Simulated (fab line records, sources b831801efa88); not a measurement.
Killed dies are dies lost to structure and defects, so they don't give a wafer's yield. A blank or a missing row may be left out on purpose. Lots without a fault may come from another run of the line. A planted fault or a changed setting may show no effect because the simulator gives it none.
Chamber matching | flow sky130 | SKY_PASSIVATION_CVD_00 on pecvd-01: 3 sister chambers
The step deposits SiO2, target thk 90 nm. 20 wafers are shown with their chamber, then 10 later ones without.

WAFERS WITH THEIR CHAMBER
wafer  | chamber | heater_power_w (W)
L077.1 | 1       | 429
L077.2 | 0       | 607
L077.3 | 2       | 739
L077.4 | 2       | 731
L077.5 | 0       | 621
L077.6 | 1       | 431
L080.1 | 2       | 700
L080.3 | 0       | 672
L080.6 | 0       | 683
L081.1 | 0       | 631
L081.3 | 1       | 476
L081.4 | 2       | 647
L083.1 | 0       | 714
L083.2 | 1       | 462
L083.6 | 1       | 459
L088.1 | 1       | 466
L088.2 | 2       | 754
L088.3 | 0       | 657
L088.4 | 0       | 647
L088.5 | 2       | 738

SIGNATURES (means of the wafers above)
reading        | chamber 0 | chamber 1 | chamber 2 | scatter within a chamber
heater_power_w | 654.00    | 453.83    | 718.17    | 32.7
Rule: a wafer's distance from a chamber is the root of the sum, over the readings, of the square of ((its reading less the chamber's mean) divided by the reading's scatter). The wafer belongs to the nearest chamber; if the next one is less than 2 further off, it can't be placed. The scatter: the root of (the sum of the squares of (reading less its chamber's mean) over the shown wafers, divided by (wafers less chambers)).

WAFERS WITHOUT THEIR CHAMBER
wafer  | heater_power_w (W)
L088.6 | 467
L094.1 | 744
L094.2 | 436
L094.6 | 738
L095.1 | 721
L095.2 | 450
L095.6 | 458
L097.3 | 710
L097.4 | 692
L097.5 | 737

WHICH CHAMBER EACH WENT THROUGH
wafer  | from the rows above     | in truth
L088.6 | 1                       | 1
L094.1 | can't be placed: 2 or 0 | 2
L094.2 | 1                       | 1
L094.6 | can't be placed: 2 or 0 | 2
L095.1 | can't be placed: 2 or 0 | 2
L095.2 | 1                       | 1
L095.6 | 1                       | 1
L097.3 | can't be placed: 2 or 0 | 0
L097.4 | can't be placed: 2 or 0 | 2
L097.5 | can't be placed: 2 or 0 | 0
Placed correctly: 4 of 10. Can't be placed from these rows: 6 (the true chamber is among the candidates in 6). Placed wrongly: 0.
